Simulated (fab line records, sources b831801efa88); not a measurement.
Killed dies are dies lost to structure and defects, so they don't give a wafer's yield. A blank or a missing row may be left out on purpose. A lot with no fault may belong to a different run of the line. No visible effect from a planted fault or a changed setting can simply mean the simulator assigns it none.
The tool behind it: which one? ; flow gf180mcu ; 12 lots, 36 wafers sampled, at 5 steps of a route of 602

== WHAT EACH GAUGE READ, for each wafer ==
GF_STI_THK_MEAS_22. Usual: for STI_OXIDATION_01_THK the level is 14.93 nm and the standard deviation is 0.28.
lot;measured;on;STI_OXIDATION_01_THK (nm);flag
L935;day 2 10:08;filmMetro-02;15.03 15.13 15.13;
L944;day 4 06:50;filmMetro-04;14.84 14.93 14.91;
L946;day 4 17:04;filmMetro-01;14.49 14.31 14.36;
L947;day 4 23:29;filmMetro-02;14.77 14.74 14.49;
L948;day 5 03:44;filmMetro-02;14.52 14.16 14.92;
L950;day 5 13:53;filmMetro-01;15.15 15.11 15.22;
L951;day 5 20:17;filmMetro-01;14.82 14.38 14.72;
L952;day 6 00:53;filmMetro-01;14.86 14.92 14.96;
L953;day 6 04:46;filmMetro-04;14.94 15.01 14.96;
L954;day 6 10:44;filmMetro-01;15.03 15.08 15.01;
L955;day 6 15:20;filmMetro-02;15.24 15.18 15.00;
L957;day 7 04:10;filmMetro-04;15.36 15.15 14.96;

GF_MVSD_TW_MEAS_11. Usual: for MVSD_TW the level is 1604 and the standard deviation is 16.
lot;measured;on;MVSD_TW;flag
L935;day 4 19:40;filmMetro-04;1585 1574 1583;
L944;day 6 20:32;filmMetro-03;1985 1979 1979;OFF
L946;day 7 10:03;filmMetro-04;1946 1937 1941;OFF
L947;day 7 14:54;filmMetro-03;1616 1613 1617;
L948;day 7 22:00;filmMetro-03;1622 1615 1621;
L950;day 8 06:42;filmMetro-01;1606 1601 1606;
L951;day 8 14:57;filmMetro-03;1622 1622 1625;
L952;day 8 21:28;filmMetro-01;1602 1600 1611;
L953;day 9 00:43;filmMetro-03;1618 1616 1612;
L954;day 9 05:28;filmMetro-04;1577 1562 1575;
L955;day 9 13:00;filmMetro-03;1621 1611 1614;
L957;day 10 01:16;filmMetro-01;1601 1607 1604;

GF_VT_IMPLANT_TW_MEAS_10. Usual: for VT_IMPLANT_TW the level is 569 and the standard deviation is 6.6.
lot;measured;on;VT_IMPLANT_TW;flag
L935;day 6 01:46;filmMetro-04;567 562 558;
L944;day 8 04:43;filmMetro-03;580 577 579;
L946;day 8 18:39;filmMetro-02;569 567 567;
L947;day 9 00:19;filmMetro-03;575 575 574;
L948;day 9 07:22;filmMetro-02;566 565 564;
L950;day 9 16:58;filmMetro-02;561 565 564;
L951;day 10 00:55;filmMetro-03;572 575 574;
L952;day 10 08:22;filmMetro-03;574 574 577;
L953;day 10 11:41;filmMetro-03;574 573 573;
L954;day 10 16:49;filmMetro-02;569 568 566;
L955;day 11 01:22;filmMetro-02;565 567 565;
L957;day 11 13:52;filmMetro-03;580 578 583;

GF_VT_IMPLANT_RS_MEAS_46: measurement is done with a four-point probe. Usual: for MVSD_RS the level is 456.6 ohm/sq and the standard deviation is 1.2.
lot;measured;on;MVSD_RS (ohm/sq);flag
L935;day 8 00:34;filmMetro-03;456.1 457.4 456.2;
L944;day 10 08:19;filmMetro-01;336.3 335.7 335.2;OFF
L946;day 10 22:05;filmMetro-04;336.3 336.5 336.1;OFF
L947;day 11 06:37;filmMetro-01;455.2 455.7 456.8;
L948;day 11 12:22;filmMetro-03;456.8 457.1 457.2;
L950;day 11 22:49;filmMetro-04;457.4 456.6 455.8;
L951;day 12 07:17;filmMetro-01;454.4 455.9 454.3;
L952;day 12 15:23;filmMetro-03;458.0 457.3 457.0;
L953;day 12 20:58;filmMetro-01;457.0 457.9 457.2;
L954;day 13 00:29;filmMetro-04;458.3 458.2 458.6;
L955;day 13 09:35;filmMetro-01;457.5 456.8 458.9;
L957;day 14 00:55;filmMetro-03;459.1 458.6 458.2;

== TOOL THAT RAN EACH LOT (tool first, then ch and the chambers of the sampled wafers, then the start) ==
lot;GF_MVSD_IMPLANT_08
L935;implanter-02 ch 0, day 4 19:16
L944;implanter-01 ch 0, day 6 19:49
L946;implanter-01 ch 0, day 7 09:23
L947;implanter-01 ch 0, day 7 14:30
L948;implanter-01 ch 0, day 7 21:36
L950;implanter-01 ch 0, day 8 06:09
L951;implanter-02 ch 0, day 8 14:33
L952;implanter-01 ch 0, day 8 21:04
L953;implanter-02 ch 0, day 9 00:21
L954;implanter-01 ch 0, day 9 05:04
L955;implanter-01 ch 0, day 9 12:36
L957;implanter-02 ch 0, day 10 00:52
- GF_MVSD_IMPLANT_08

== WHAT THE TOOLS THEMSELVES READ (means of the sampled wafers that have a number; where no wafer has one, the mark that the record gives instead) ==
The record holds no such reading with a usual standard deviation.

== THE ANSWER, worked out from the rows above alone ==
Rule: take the mean of a lot's wafers that have a number; if it is more than 3 standard deviations from the usual mean, the lot is off. A lot without any number at a reading at which 4 lots or more have one is off too. All remaining lots with rows at the step are treated as sound. Order of review: gauges by route order, followed by the tools' own readings, for which a lot's mean as printed above is used. At the first step where some lot is off, the reading lying furthest off is the one used; lots without a number count as furthest.
Off: L944, L946, seen at GF_MVSD_TW_MEAS_11 (MVSD_TW).
A tool fits if, at a process step before that reading, it ran every lot that is off, and no sound lot after the first of them. Gauges at GF_MVSD_TW_MEAS_11: tried the same way as those tools. No candidate that was tried fits.

== WHAT THE SIMULATOR PUT IN ==
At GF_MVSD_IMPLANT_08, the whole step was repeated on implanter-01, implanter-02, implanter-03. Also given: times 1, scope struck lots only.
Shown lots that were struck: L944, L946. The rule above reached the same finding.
